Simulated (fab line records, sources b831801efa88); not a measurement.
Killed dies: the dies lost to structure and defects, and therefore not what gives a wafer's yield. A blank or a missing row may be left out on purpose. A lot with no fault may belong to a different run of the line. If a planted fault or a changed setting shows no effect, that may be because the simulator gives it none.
A lot that was struck, set against a sound lot | flow sky130 | 15 steps out of a route of 708
Sound: wafers L866.1, L866.2, L866.5. Struck: wafers L868.1, L868.3, L868.5. At the end, the cause is stated.
At each step with rows: each side's tool, then ch and its chambers, then its first start. Under that, the readings that differ: sound wafers | struck wafers | difference of the means | sigmas: that difference in standard deviations of wafers without a fault.
alike: readings whose means differ by less than 2 such deviations, and words and numbers that are the same on both sides. not compared: withheld readings, readings that some wafer has no value for, bounds like >300 that may hide the same value, and numbers for which the record gives no deviation and whose values overlap.
A row with sigmas, a row that says differs or no value, or rows on one side alone: a step with any of these is where the two part. Non-overlapping numbers with no deviation appear without sigmas and do not part them. A reading that every wafer of one side lacks parts them only if that side has two wafers or more.

SKY_LDD_P_OVL_MEAS_08:
  sound: overlay-01 at day 24 10:08; struck: overlay-02 at day 25 07:22
  alike: LDD_P_OVL
following that, these wafers have no rows for 1 step: SKY_LDD_P_IMPLANT_09.
SKY_LDD_P_STRIP_10: strips in O2/N2.
  sound on plasma asher-02 ch 0,1, day 24 10:19; struck on plasma asher-01 ch 0,1, day 25 07:33
  alike: drypump motor current A, oes product au, strip time to endpoint s
  not compared: rf hours counter h
SKY_LDD_P_TW_MEAS_11:
  sound: film metro-04 at day 24 10:25; struck: film metro-04 at day 25 07:39
  alike: LDD_P_TW
then, 7 steps without rows for these wafers: SKY_LDD_HVN_DEHYDRATE_00 (time 60 s); SKY_LDD_HVN_HMDS_01 (prime time 60 s); SKY_LDD_HVN_COAT_02 (resist thk 300 nm); SKY_LDD_HVN_SOFTBAKE_03 (time 60 s); SKY_LDD_HVN_EXPOSE_04 (exposes mask HVNTM, target cd 700 nm); SKY_LDD_HVN_PEB_05; SKY_LDD_HVN_DEVELOP_06 (develop time 60 s).
SKY_LDD_HVN_OVL_MEAS_07:
  sound: overlay-01 at day 25 15:37; struck: overlay-01 at day 26 13:01
  alike: LDD_HVN_OVL
SKY_LDD_HVN_IMPLANT_08:
  sound on implanter-03 ch 0, day 25 15:39; struck on implanter-03 ch 0, day 26 13:03
  reading                   | sound                | struck               | difference | sigmas
  beam energy keV           | 60.021 60.043 60.027 | 63.771 63.763 63.764 | +3.736     | +99 or more
  model.implant.rp nm (nm)  | 56.58 56.58 56.58    | 59.51 59.51 59.51    | +2.93      |
  model.implant.drp nm (nm) | 28.15 28.15 28.15    | 29.68 29.68 29.68    | +1.53      |
SKY_LDD_HVN_STRIP_09: strips in O2/N2.
  sound on plasma asher-01 ch 0,1, day 25 15:48; struck on plasma asher-03 ch 0, day 26 13:12
  alike: drypump motor current A, oes product au, strip time to endpoint s
  not compared: rf hours counter h
-- the record jumps here: 23 days lie between the struck wafers' starts before and after (it left off in module LDD_HVN and takes up again in module PAD_OPEN, whose first step shown is number 708 of the route) --
SKY_PAD_OPEN_PROBE_99:
  sound: prober-02 at day 49 08:09; struck: prober-02 at day 49 20:20
  reading                        | sound          | struck         | difference | sigmas
  killed_at_M4_up                | 2 2 0          | 9 3 4          | +4         | +2
  model.etest.tip_n_5v.rs ohm sq | 1383 1379 1388 | 1333 1336 1335 | -49        |
  alike: killed_at_M0_to_M3, killed at contacts, killed at front end, killed at other, killed dies, killed open, killed short

== WHERE THEY PART ==
At SKY_LDD_HVN_IMPLANT_08 first; at SKY_PAD_OPEN_PROBE_99 last (within this record only).

WHY: the cause the simulator had injected
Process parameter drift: implanter-03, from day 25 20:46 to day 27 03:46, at SKY_LDD_HVN_IMPLANT_08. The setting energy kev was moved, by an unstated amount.
